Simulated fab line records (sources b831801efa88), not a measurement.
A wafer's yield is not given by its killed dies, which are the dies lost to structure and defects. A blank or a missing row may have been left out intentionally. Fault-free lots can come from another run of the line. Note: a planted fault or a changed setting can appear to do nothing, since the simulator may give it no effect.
fab line records ; flow gf180mcu
[record] lots = 6; wafers = 18; last_day = 33
route steps=602 shown M2@363
lots with no fault: from the same line, run without faults
start_h: the number of hours between the record's first day and the start of the first shown wafer of the lot ; wait_h: hours since the lot's step before ; " repeats the value in the row above ; L1.1+2: several wafers, shown together as one row ; - no value present, or no start provided ; * or withheld: withheld ; < > ~ a bound
route shown NAME@n: NAME is a module with steps in the file, n the number in the route of the first one ; usual: mean/standard deviation taken from wafers without a fault ; same: alike in all rows ; chamber/n: place in a boat ; sites: readings site by site ; _std_site: how widely they spread, as a standard deviation ; _edge_site: outer sites' mean less inner sites' ; radius_mm: for every site, how far away it sits from the centre of the wafer ; mask NAME#n: copy n ; behind: the most recent tool/chamber to have shaped the wafer ; hold: why the lot was held/for how many hours/how that ended ; device: which transistor (n, p or np) failed to switch ; end of line: at the end of the route, the tests of the same wafers ; a step with no rows: only its recipe ; killed: count of dies lost to structure and defects at first sort (not the wafer's yield) ; map: a wafer's dies, marking killed ones x, the rest . and places with no die _
set.NAME: the run value of the setting; set.NAME@STEP: its run value at that earlier step ; model.NAME: the simulator's own value behind a step, which no gauge read
lots at some steps of the route; a table a step, a row a wafer
services: a tool's chamber out of use, with start hour (start_h, from the record's first day; less than 0 if before it), hours out, and reason
[[steps]]
[step GF_M2_SPUTTER_01]
[recipe] material = TiN; target_thk_nm = 30; power_w = 6500; time_s = 25; chamber_pressure_pa = 0.4
[usual] throttle_valve_pct = 30.2/1.4
lot.wafer;tool;chamber;start_h;wait_h;throttle_valve_pct
L567.2;pvd_sputter-02;-;443.60;0.1;28.8
L567.5;pvd_sputter-02;-;443.60;0.1;31.0
L567.6;pvd_sputter-02;-;443.60;0.1;29.9
L570.1;pvd_sputter-03;-;477.17;0.1;30.0
L570.5;pvd_sputter-03;-;477.17;0.1;31.1
L570.6;pvd_sputter-03;-;477.17;0.1;29.7
L571.2;pvd_sputter-04;-;490.58;0.1;27.1
L571.4;pvd_sputter-04;-;490.58;0.1;31.8
L571.6;pvd_sputter-04;-;490.58;0.1;30.1
L577.2;pvd_sputter-03;-;537.33;0.1;29.9
L577.4;pvd_sputter-03;-;537.33;0.1;31.9
L577.6;pvd_sputter-03;-;537.33;0.1;32.1
L578.1;pvd_sputter-04;-;540.58;0.1;29.9
L578.2;pvd_sputter-04;-;540.58;0.1;27.1
L578.4;pvd_sputter-04;-;540.58;0.1;32.3
L579.2;pvd_sputter-03;-;553.97;0.1;30.3
L579.3;pvd_sputter-03;-;553.97;0.1;30.0
L579.4;pvd_sputter-03;-;553.97;0.1;31.0
[step GF_M2_SPUTTER_02]
[recipe] material = AlCu; target_thk_nm = 450; power_w = 10600; time_s = 23.9; chamber_pressure_pa = 0.4
[usual] throttle_valve_pct = 30.2/1.3
lot.wafer;tool;chamber;start_h;wait_h;throttle_valve_pct
L567.2;pvd_sputter-02;-;443.63;0.0;28.8
L567.5;pvd_sputter-02;-;443.63;0.0;31.2
L567.6;pvd_sputter-02;-;443.63;0.0;30.5
L570.1;pvd_sputter-03;-;477.20;0.0;29.8
L570.5;pvd_sputter-03;-;477.20;0.0;30.9
L570.6;pvd_sputter-03;-;477.20;0.0;29.9
L571.2;pvd_sputter-04;-;490.61;0.0;27.2
L571.4;pvd_sputter-04;-;490.61;0.0;32.2
L571.6;pvd_sputter-04;-;490.61;0.0;30.2
L577.2;pvd_sputter-03;-;537.36;0.0;29.9
L577.4;pvd_sputter-03;-;537.36;0.0;31.9
L577.6;pvd_sputter-03;-;537.36;0.0;31.8
L578.1;pvd_sputter-04;-;540.61;0.0;30.1
L578.2;pvd_sputter-04;-;540.61;0.0;27.2
L578.4;pvd_sputter-04;-;540.61;0.0;32.1
L579.2;pvd_sputter-03;-;554.00;0.0;30.0
L579.3;pvd_sputter-03;-;554.00;0.0;29.6
L579.4;pvd_sputter-03;-;554.00;0.0;31.1
[step GF_M2_SPUTTER_03]
[recipe] material = Ti; target_thk_nm = 10; substrate_temp_c = 300; chamber_pressure_pa = 0.3; power_w = 3000; time_s = 6.7
[usual] throttle_valve_pct = 30.2/1.3
lot.wafer;tool;chamber;start_h;wait_h;throttle_valve_pct
L567.2;pvd_sputter-02;-;443.66;0.0;29.1
L567.5;pvd_sputter-02;-;443.66;0.0;31.2
L567.6;pvd_sputter-02;-;443.66;0.0;30.1
L570.1;pvd_sputter-03;-;477.23;0.0;29.8
L570.5;pvd_sputter-03;-;477.23;0.0;31.2
L570.6;pvd_sputter-03;-;477.23;0.0;29.9
L571.2;pvd_sputter-04;-;490.64;0.0;26.8
L571.4;pvd_sputter-04;-;490.64;0.0;32.0
L571.6;pvd_sputter-04;-;490.64;0.0;29.7
L577.2;pvd_sputter-03;-;537.39;0.0;29.9
L577.4;pvd_sputter-03;-;537.39;0.0;32.0
L577.6;pvd_sputter-03;-;537.39;0.0;32.0
L578.1;pvd_sputter-04;-;540.64;0.0;30.0
L578.2;pvd_sputter-04;-;540.64;0.0;27.5
L578.4;pvd_sputter-04;-;540.64;0.0;32.2
L579.2;pvd_sputter-03;-;554.03;0.0;30.0
L579.3;pvd_sputter-03;-;554.03;0.0;30.2
L579.4;pvd_sputter-03;-;554.03;0.0;31.1
[step GF_M2_SPUTTER_04]
[recipe] material = TiN; target_thk_nm = 50; power_w = 6500; time_s = 41.7; chamber_pressure_pa = 0.4
[usual] throttle_valve_pct = 30.2/1.3
lot.wafer;tool;chamber;start_h;wait_h;throttle_valve_pct
L567.2;pvd_sputter-02;-;443.68;0.0;28.8
L567.5;pvd_sputter-02;-;443.68;0.0;31.0
L567.6;pvd_sputter-02;-;443.68;0.0;30.0
L570.1;pvd_sputter-03;-;477.25;0.0;29.8
L570.5;pvd_sputter-03;-;477.25;0.0;30.6
L570.6;pvd_sputter-03;-;477.25;0.0;29.9
L571.2;pvd_sputter-04;-;490.66;0.0;27.3
L571.4;pvd_sputter-04;-;490.66;0.0;32.3
L571.6;pvd_sputter-04;-;490.66;0.0;29.9
L577.2;pvd_sputter-03;-;537.41;0.0;29.9
L577.4;pvd_sputter-03;-;537.41;0.0;32.0
L577.6;pvd_sputter-03;-;537.41;0.0;31.5
L578.1;pvd_sputter-04;-;540.66;0.0;29.9
L578.2;pvd_sputter-04;-;540.66;0.0;27.0
L578.4;pvd_sputter-04;-;540.66;0.0;32.4
L579.2;pvd_sputter-03;-;554.05;0.0;30.4
L579.3;pvd_sputter-03;-;554.05;0.0;30.0
L579.4;pvd_sputter-03;-;554.05;0.0;31.0
[step GF_M2_RS_MEAS_05]
[recipe] thk_meas_gauge = four-point-probe; reads = TiN_of_M2_SPUTTER_04+Ti_of_M2_SPUTTER_03+AlCu_of_M2_SPUTTER_02+TiN_of_M2_SPUTTER_01+Ti_of_M2_SPUTTER_00
[usual] M2_ALCU_RS = 0.0693/0.00076
lot.wafer;tool;chamber;start_h;wait_h;M2_ALCU_RS[ohm/sq]
L567.2;film_metro-04;-;443.74;0.0;0.0685
L567.5;film_metro-04;-;443.74;0.0;0.0691
L567.6;film_metro-04;-;443.74;0.0;0.0688
L570.1;film_metro-04;-;477.29;0.0;0.0694
L570.5;film_metro-04;-;477.29;0.0;0.0698
L570.6;film_metro-04;-;477.29;0.0;0.0696
L571.2;film_metro-02;-;490.72;0.0;0.0686
L571.4;film_metro-02;-;490.72;0.0;0.0688
L571.6;film_metro-02;-;490.72;0.0;0.0684
L577.2;film_metro-04;-;537.47;0.0;0.0701
L577.4;film_metro-04;-;537.47;0.0;0.0700
L577.6;film_metro-04;-;537.47;0.0;0.0706
L578.1;film_metro-04;-;540.70;0.0;0.0688
L578.2;film_metro-04;-;540.70;0.0;0.0690
L578.4;film_metro-04;-;540.70;0.0;0.0683
L579.2;film_metro-02;-;554.11;0.0;0.0693
L579.3;film_metro-02;-;554.11;0.0;0.0690
L579.4;film_metro-02;-;554.11;0.0;0.0695
[step GF_M2_THK_MEAS_06]
[recipe] thk_meas_gauge = xrf; reads = AlCu_of_M2_SPUTTER_02
[usual] M2_ALCU_THK = 448/5.3
lot.wafer;tool;chamber;start_h;wait_h;M2_ALCU_THK[nm]
L567.2;film_metro-04;-;443.85;0.1;453
L567.5;film_metro-04;-;443.85;0.1;450
L567.6;film_metro-04;-;443.85;0.1;451
L570.1;film_metro-04;-;477.41;0.1;444
L570.5;film_metro-04;-;477.41;0.1;444
L570.6;film_metro-04;-;477.41;0.1;444
L571.2;film_metro-02;-;490.83;0.1;457
L571.4;film_metro-02;-;490.83;0.1;452
L571.6;film_metro-02;-;490.83;0.1;456
L577.2;film_metro-04;-;537.58;0.1;443
L577.4;film_metro-04;-;537.58;0.1;443
L577.6;film_metro-04;-;537.58;0.1;441
L578.1;film_metro-04;-;540.82;0.1;451
L578.2;film_metro-04;-;540.82;0.1;448
L578.4;film_metro-04;-;540.82;0.1;452
L579.2;film_metro-02;-;554.22;0.1;446
L579.3;film_metro-02;-;554.22;0.1;449
L579.4;film_metro-02;-;554.22;0.1;446
[step GF_M2_DEHYDRATE_07]
[recipe] temp_c = 200; time_s = 60
[step GF_M2_HMDS_08]
[recipe] prime_time_s = 60; prime_temp_c = 120
[step GF_M2_COAT_09]
[recipe] resist = KrF; spin_rpm = withheld; resist_thk_nm = 1000
[step GF_M2_SOFTBAKE_10]
[recipe] temp_c = 130; time_s = 60; resist = KrF
[step GF_M2_EXPOSE_11]
[recipe] mask_id = Metal2; target_cd_nm = 280; na = 0.68; source_shape = conventional; sigma_outer = 0.6; dose_mj = 28
[step GF_M2_PEB_12]
[recipe] peb_temp_c = 135; peb_time_s = 90; resist = KrF
[step GF_M2_DEVELOP_13]
[recipe] develop_time_s = 60; dev_temp_c = 21
[usual] chill_plate_temp_C = 23.02/0.12; develop_time_s = 60/0
lot.wafer;tool;chamber;start_h;wait_h;chill_plate_temp_C;develop_time_s;model.KrF_of_M2_COAT_09.thk_nm
L567.2;litho_track-01;0;467.90;0.2;23.04;60;984.7
L567.5;litho_track-01;0;467.90;0.2;23.07;60;989.5
L567.6;litho_track-01;0;467.90;0.2;23.04;60;987.9
L570.1;litho_track-01;-;501.17;0.2;-;-;997.5
L570.5;litho_track-01;-;501.17;0.2;-;-;997.4
L570.6;litho_track-01;-;501.17;0.2;-;-;998.4
L571.2;litho_track-04;-;514.08;0.2;-;-;999.8
L571.4;litho_track-04;-;514.08;0.2;-;-;997.4
L571.6;litho_track-04;-;514.08;0.2;-;-;999.5
L577.2;litho_track-01;0;559.45;0.2;22.99;60;986.4
L577.4;litho_track-01;0;559.45;0.2;23.01;60;985.5
L577.6;litho_track-01;0;559.45;0.2;23.04;60;987.9
L578.1;litho_track-01;0;563.27;0.2;22.94;60;982.9
L578.2;litho_track-01;0;563.27;0.2;22.95;60;979.9
L578.4;litho_track-01;0;563.27;0.2;22.95;60;981.8
L579.2;litho_track-04;0;576.13;0.2;22.96;60;989.1
L579.3;litho_track-04;0;576.13;0.2;22.93;60;986.2
L579.4;litho_track-04;0;576.13;0.2;23.13;60;985.3
[step GF_M2_CD_MEAS_14]
[recipe] target_cd_nm = 280
[usual] cd_nm = 280.1/1.3
lot.wafer;tool;chamber;start_h;wait_h;cd_nm
L567.2;cd_sem-02;-;468.04;0.1;280.2
L567.5;cd_sem-02;-;468.04;0.1;281.0
L567.6;cd_sem-02;-;468.04;0.1;280.2
L570.1;cd_sem-01;-;501.38;0.2;-
L570.5;cd_sem-01;-;501.38;0.2;-
L570.6;cd_sem-01;-;501.38;0.2;-
L571.2;cd_sem-02;-;514.23;0.1;-
L571.4;cd_sem-02;-;514.23;0.1;-
L571.6;cd_sem-02;-;514.23;0.1;-
L577.2;cd_sem-01;-;559.59;0.1;279.7
L577.4;cd_sem-01;-;559.59;0.1;279.2
L577.6;cd_sem-01;-;559.59;0.1;278.6
L578.1;cd_sem-01;-;563.42;0.1;280.5
L578.2;cd_sem-01;-;563.42;0.1;279.8
L578.4;cd_sem-01;-;563.42;0.1;280.3
L579.2;cd_sem-02;-;576.28;0.1;279.8
L579.3;cd_sem-02;-;576.28;0.1;281.3
L579.4;cd_sem-02;-;576.28;0.1;281.5
[[services]]
tool;chamber;start_h;hours;kind
pvd_sputter-04;-;437.73;4.5;repair
pvd_sputter-02;-;441.46;2.0;repair
pvd_sputter-02;-;454.16;1.8;repair
pvd_sputter-04;-;524.49;0.7;repair
pvd_sputter-04;-;530.81;2.1;repair
pvd_sputter-02;2;544.09;-;consumable_replace:kit
pvd_sputter-02;2;544.09;18.0;scheduled_down
pvd_sputter-02;2;544.09;18.0;vent_cycle
pvd_sputter-04;1;549.06;-;consumable_replace:kit
pvd_sputter-04;1;549.06;18.0;scheduled_down
pvd_sputter-04;1;549.06;18.0;vent_cycle
pvd_sputter-03;2;570.24;-;consumable_replace:kit
pvd_sputter-03;2;570.24;18.0;scheduled_down
pvd_sputter-03;2;570.24;18.0;vent_cycle
[[key]]
[first_sign] step = GF_M2_DEVELOP_13; reading = tool_record; direction = missing
effect none on later readings
[model_effect] step = GF_M2_DEVELOP_13; value = KrF_of_M2_COAT_09.thk_nm; without = 983.4; struck = 998.3
met_at GF_M2_DEVELOP_13
struck_wafers L570.1,L570.5,L570.6,L571.2,L571.4,L571.6
later_rows_left_out L570.1,L570.5,L570.6,L571.2,L571.4,L571.6
sort_left_out L570.1,L570.5,L570.6,L571.2,L571.4,L571.6
onset_between 467.90 501.17
[fault] kind = skipped_step_whole; tool = litho_track-01,litho_track-04; chamber = -; onset_h = 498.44; steps = GF_M2_DEVELOP_13; scope = struck_lots_only
// sort_left_out: the simulated sort isn't trusted on such a fault, so these wafers' sort isn't shown, and their yield isn't known
// later_rows_left_out: the simulator's readings of these wafers behind a module that went badly wrong aren't trusted and aren't shown, but for the sort
